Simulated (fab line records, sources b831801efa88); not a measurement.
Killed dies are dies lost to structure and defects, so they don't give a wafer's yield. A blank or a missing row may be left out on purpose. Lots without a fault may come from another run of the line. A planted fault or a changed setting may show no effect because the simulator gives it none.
fab line records | flow sky130 | part 2 of 2: steps 44 to 46 of 46
record lots=6 wafers=18 last_day=51
route steps=708 shown LDD_HVP@279 LDD_LDN@289 SPACER@304 POLY_CUT@307 SD_P@320 RES_XHIGH@341 LI_CONTACT@376 PAD_OPEN@708
lots that met no fault: from a run of the same line without faults
start_h: hours from the record's first day to the start of the lot's first wafer shown | wait_h: hours since the lot's step before | " the same as in the row above | L1.1+2: a row that stands for several wafers | - no value, or no start given | * or withheld: withheld | < > ~ a bound
route shown NAME@n: a module of which the file shows steps, and the number in the route of the first | usual: mean/standard deviation of fault-free wafers | same: alike in all rows | chamber/n: place in a boat | sites: the reading at each site | _std_site: their standard deviation | _edge_site: outer sites' mean less inner sites' | radius_mm: how far each site lies from the wafer's centre | mask NAME#n: copy n | behind: the tool/chamber that last shaped the wafer | hold: why the lot was held/for how many hours/how that ended | device: the transistor (n, p or np) that didn't switch | end of line: the same wafers' tests at the end of the route | a step without rows: its recipe alone | killed: dies lost to structure and defects at the first sort, not the wafer's yield | map: a wafer's dies, x killed, . not, _ none there
set.NAME: the setting as run; set.NAME@STEP: as run at that earlier step | model.NAME: the simulator's own value behind a step, which no gauge read
lots at some steps of the route; a table a step, a row a wafer
services: from which hour (start_h, from the record's first day; less than 0 if before it) a tool's chamber was out of use, for how many hours, and why
## steps
# step SKY_LI_CONTACT_ETCH_14
# recipe chemistry=N2/H2 target=BARC ion_energy_ev=200 source_w=500 bias_w=100 pressure_mtorr=30 n2_flow_sccm=100 h2_flow_sccm=200 stop_on=SiO2 time_s=45.9 target_depth_a=600
# usual drypump_motor_current_A=5.9/0.58 oes_product_au=0.854/0.0049 throttle_valve_pct=13.226/0.0094
# columns lot.wafer tool chamber start_h wait_h drypump_motor_current_A oes_product_au rf_hours_counter_h throttle_valve_pct model.LI_CONTACT.cd_nm
L937.1 rie_diel-04 2 793.17 0.0 6.2 0.856 1 13.230 168.8
L937.5 " 1 " " 6.2 0.850 - 13.232 166.5
L937.6 " 0 " " 5.9 0.855 - 13.218 168.1
L936.4 rie_diel-02 3 796.54 0.0 6.5 0.854 19 13.223 170.5
L936.5 " 0 " " 5.5 0.855 - 13.222 170.2
L936.6 " 1 " " 4.9 0.859 - 13.225 170.5
L941.1 rie_diel-04 2 816.03 0.0 6.3 0.852 1 13.245 173.3
L941.3 " 3 " " 6.3 0.854 8 13.240 172.3
L941.6 " 0 " " 5.9 0.856 - 13.221 172
L942.1 rie_diel-04 0 828.28 0.0 5.9 0.854 12 13.218 169.8
L942.2 " 3 " " 6.3 0.860 8 13.222 170.7
L942.6 " 2 " " 6.3 0.845 - 13.228 170.8
L946.3 rie_diel-03 1 860.78 0.0 6.5 0.854 10 13.246 172
L946.4 " 0 " " 5.3 0.852 15 13.235 171.8
L946.5 " 1 " " 6.5 0.849 - 13.220 173.6
L947.1 rie_diel-04 2 869.52 0.0 6.3 0.847 3 13.223 171.1
L947.4 " 1 " " 6.2 0.851 9 13.226 170.5
L947.6 " 3 " " 6.3 0.855 - 13.228 171
# step SKY_LI_CONTACT_ETCH_15
# recipe target=PSG chemistry=C4F8/O2/Ar stop_on=Si taper_deg=4.15 mask_material=KrF-thick source_w=1500 bias_w=1200 pressure_mtorr=40 c4f8_flow_sccm=withheld O2_flow_sccm=6 Ar_flow_sccm=300 time_s=withheld target_depth_a=6000
# usual oes_product_au=0.837/0.0047
# columns lot.wafer tool chamber start_h wait_h oes_product_au model.LI_CONTACT.cd_nm
L937.1 rie_diel-04 2 793.21 0.0 0.840 168.6
L937.5 " 1 " " 0.847 166.6
L937.6 " 0 " " 0.835 167.7
L936.4 rie_diel-02 3 796.58 0.0 0.836 169.9
L936.5 " 0 " " 0.825 169.8
L936.6 " 1 " " 0.833 170.1
L941.1 rie_diel-04 2 816.07 0.0 0.834 173.2
L941.3 " 3 " " 0.840 172.4
L941.6 " 0 " " 0.825 172.4
L942.1 rie_diel-04 0 828.32 0.0 0.841 169.8
L942.2 " 3 " " 0.829 170.8
L942.6 " 2 " " 0.838 171
L946.3 rie_diel-03 1 860.82 0.0 0.833 172.2
L946.4 " 0 " " 0.838 171.9
L946.5 " 1 " " 0.846 173.9
L947.1 rie_diel-04 2 869.57 0.0 0.837 171.6
L947.4 " 1 " " 0.833 170.3
L947.6 " 3 " " 0.839 171.1
# step SKY_PAD_OPEN_PROBE_99
# columns lot.wafer tool chamber start_h wait_h model.etest.pfet_01v8.r_on_ohm_um model.etest.tip_p_5v.rs_ohm_sq model.etest.tip_n_5v.rs_ohm_sq model.etest.pfet_g5v0d10v5.r_on_ohm_um model.etest.pfet_01v8.drive_ua_um model.etest.tip_p_5v.rs_ohm_sq_range model.etest.pfet_01v8_hvt.drive_ua_um model.etest.sram_pfet_latch.drive_ua_um
L937.1 prober-02 - 1166.47 0.1 2884 2845 1389 4752 192.7 88.3 144.7 141.7
L937.5 prober-02 - 1166.67 0.2 2918 2844 1392 4782 187.9 103.3 141.3 139.2
L937.6 prober-02 - 1166.72 0.2 2951 2811 1393 4873 187.6 91.15 141.1 137.7
L936.4 prober-01 - 1167.19 0.2 2771 2885 1357 4691 205 121.5 154.9 151.7
L936.5 prober-01 - 1167.24 0.2 2805 2886 1365 4724 198.8 88.02 148.4 147.6
L936.6 prober-01 - 1167.29 0.2 2788 2904 1371 4732 202.7 60.16 151.8 147.8
L941.1 prober-01 - 1183.43 0.1 6290 6956 1017 4843 86.71 166.2 61.73 59.73
L941.3 prober-01 - 1183.53 0.2 6843 6971 1010 4877 79.02 267.9 55.66 58.72
L941.6 prober-01 - 1183.68 0.2 7152 7031 1011 4910 75.34 226.6 52.15 53.15
L946.3 prober-01 - 1210.04 0.2 2861 2879 1361 4754 196.4 36.22 147.2 145.2
L946.4 prober-01 - 1210.09 0.2 2810 2873 1368 4758 200.3 94.4 149.1 150.3
L946.5 prober-01 - 1210.14 0.2 2898 2893 1371 4799 192.4 90.71 146.4 140.6
L942.1 prober-02 - 1211.50 0.1 7695 7058 1020 4804 69.89 162.7 46.57 47.16
L942.2 prober-02 - 1211.55 0.1 8164 7040 1016 4868 64.4 184.7 43.43 45.69
L942.6 prober-02 - 1211.75 0.2 6883 7016 1014 4794 78.59 166.9 54.19 56.15
L947.1 prober-02 - 1214.53 0.1 2831 2850 1371 4735 198.3 145.6 148.6 149.1
L947.4 prober-02 - 1214.68 0.2 2843 2866 1366 4720 197 65.07 147.4 156.4
L947.6 prober-02 - 1214.78 0.2 2874 2845 1362 4749 192.9 130.3 145.8 143.6
# killed by level:class
L937.1 LI_CONTACT:geometric_particle:open=10 VIA3:geometric_particle:open=10 VIA1:geometric_particle:open=8 CONTACT:geometric_particle:open=7 METAL2:geometric_particle:short=6 LOCAL_INTERCONNECT:geometric_particle:short=5 CONTACT:geometric_particle:short=5 METAL1:geometric_particle:short=5
L937.5 CONTACT:geometric_particle:open=8 VIA1:geometric_particle:open=7 VIA3:geometric_particle:short=7 CONTACT:geometric_particle:short=6 VIA1:geometric_particle:short=6 VIA3:geometric_particle:open=6 METAL1:geometric_particle:short=5 VIA2:geometric_particle:open=5
L937.6 CONTACT:geometric_particle:open=15 VIA1:geometric_particle:open=13 LI_CONTACT:geometric_particle:open=7 VIA2:geometric_particle:open=7 VIA2:geometric_particle:short=5 VIA1:geometric_particle:short=4 POLY_GATE:geometric_particle:short=3 CONTACT:geometric_particle:short=3
L936.4 CONTACT:geometric_particle:open=13 VIA1:geometric_particle:open=12 FIELD_ISO:geometric_particle:open=9 METAL1:geometric_particle:short=8 CONTACT:geometric_particle:short=6 VIA1:geometric_particle:short=5 LI_CONTACT:geometric_particle:open=4 VIA2:geometric_particle:open=4
L936.5 CONTACT:geometric_particle:open=13 CONTACT:geometric_particle:short=11 FIELD_ISO:geometric_particle:open=6 VIA2:geometric_particle:short=6 METAL1:geometric_particle:short=5 LI_CONTACT:geometric_particle:open=5 VIA3:geometric_particle:open=4 FIELD_ISO:geometric_particle:short=3
L936.6 VIA1:geometric_particle:open=12 VIA2:geometric_particle:open=9 CONTACT:geometric_particle:open=8 VIA1:geometric_particle:short=8 LI_CONTACT:geometric_particle:open=6 METAL1:geometric_particle:short=6 LOCAL_INTERCONNECT:geometric_particle:short=5 CONTACT:geometric_particle:short=5
L946.3 CONTACT:geometric_particle:open=13 VIA1:geometric_particle:open=13 LI_CONTACT:geometric_particle:open=9 METAL1:geometric_particle:short=7 VIA1:geometric_particle:short=6 VIA3:geometric_particle:open=6 LOCAL_INTERCONNECT:geometric_particle:short=4 VIA2:geometric_particle:open=4
L946.4 CONTACT:geometric_particle:open=10 VIA1:geometric_particle:open=6 METAL1:geometric_particle:short=6 VIA1:geometric_particle:short=6 VIA2:geometric_particle:open=6 FIELD_ISO:geometric_particle:short=5 LI_CONTACT:geometric_particle:open=5 POLY_GATE:geometric_particle:short=4
L946.5 VIA1:geometric_particle:open=14 VIA3:geometric_particle:open=10 LI_CONTACT:geometric_particle:open=9 VIA2:geometric_particle:open=8 CONTACT:geometric_particle:open=5 METAL1:geometric_particle:short=5 VIA1:geometric_particle:short=5 FIELD_ISO:geometric_particle:short=4
L947.1 VIA3:geometric_particle:open=15 CONTACT:geometric_particle:open=9 METAL1:geometric_particle:short=8 LI_CONTACT:geometric_particle:open=8 FIELD_ISO:geometric_particle:short=7 CONTACT:geometric_particle:short=7 VIA1:geometric_particle:open=7 METAL2:geometric_particle:short=5
L947.4 VIA1:geometric_particle:open=15 CONTACT:geometric_particle:open=14 LOCAL_INTERCONNECT:geometric_particle:short=11 LI_CONTACT:geometric_particle:open=10 FIELD_ISO:geometric_particle:open=8 VIA3:geometric_particle:open=8 CONTACT:geometric_particle:short=6 LI_CONTACT:geometric_particle:short=5
L947.6 METAL1:geometric_particle:short=12 LI_CONTACT:geometric_particle:open=11 VIA1:geometric_particle:open=10 CONTACT:geometric_particle:open=8 VIA3:geometric_particle:open=8 FIELD_ISO:geometric_particle:short=7 CONTACT:geometric_particle:short=5 FIELD_ISO:geometric_particle:open=4
## services
# columns tool chamber start_h hours kind
plasma_asher-02 - 619.89 4.2 repair
rie_diel-04 0 624.64 5.5 repair
rie_diel-04 3 631.98 5.3 repair
rie_diel-02 0 639.55 5.8 repair
rie_diel-01 - 640.30 2.6 repair
rie_diel-01 0 651.38 11.2 repair
plasma_asher-02 - 687.23 1.1 repair
rie_diel-03 - 691.86 0.2 repair
rie_diel-02 3 695.33 5.2 repair
rie_diel-04 2 726.16 - clean
rie_diel-02 0 730.80 3.7 repair
plasma_asher-04 - 733.75 9.0 pm
plasma_asher-01 - 737.01 1.2 repair
plasma_asher-04 - 760.60 1.2 repair
rie_diel-04 - 783.88 1.3 repair
rie_diel-03 3 797.58 7.2 repair
rie_diel-01 0 800.62 8.4 repair
rie_diel-03 0 804.76 5.7 repair
rie_diel-01 0 818.89 15.4 repair
rie_diel-04 - 839.73 15.6 pm
rie_diel-02 - 840.64 1.0 repair
rie_diel-02 2 841.80 5.6 repair
plasma_asher-03 - 847.47 0.5 repair
rie_diel-03 - 867.03 2.8 pm
## key
first_sign step=SKY_LDD_LDN_COAT_02 reading=tool_record direction=missing
effect step=SKY_LDD_LDN_OVL_MEAS_07 reading=LDD_LDN_OVL direction=missing
effect step=SKY_RES_XHIGH_TW_MEAS_09 reading=RES_XHIGH_TW direction=up sigmas=23 usual=1648 struck=1914
model_effect step=SKY_LI_CONTACT_ETCH_14 value=LI_CONTACT.cd_nm without=168.8 struck=171.5
model_effect step=SKY_LI_CONTACT_ETCH_15 value=LI_CONTACT.cd_nm without=168.9 struck=171.6
model_effect step=SKY_PAD_OPEN_PROBE_99 value=etest.pfet_01v8.r_on_ohm_um without=2875 struck=7171
met_at SKY_LDD_LDN_COAT_02
struck_wafers L941.1,L941.3,L941.6,L942.1,L942.2,L942.6
sort_left_out L941.1,L941.3,L941.6,L942.1,L942.2,L942.6
tester_left_out L941,L942
loop_trim step=SKY_LI_CONTACT_EXPOSE_09 setting=dose lots=L941
onset_between 635.24 656.52
fault kind=skipped_step_whole tool=litho_track-01,litho_track-03 chamber=- onset_h=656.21 steps=SKY_LDD_LDN_COAT_02 scope=struck_lots_only
# tester_left_out: of these lots the tester's yield and bins aren't shown, on N5 and GAA mostly nor the transistor test; their killed dies are dies lost to structure and defects alone, not to doping, threshold or leakage, so they don't give the yield
# sort_left_out: the simulated sort isn't trusted on such a fault, so these wafers' sort isn't shown, and their yield isn't known
# loop_trim: a control loop set the setting to another value than it would have without faults
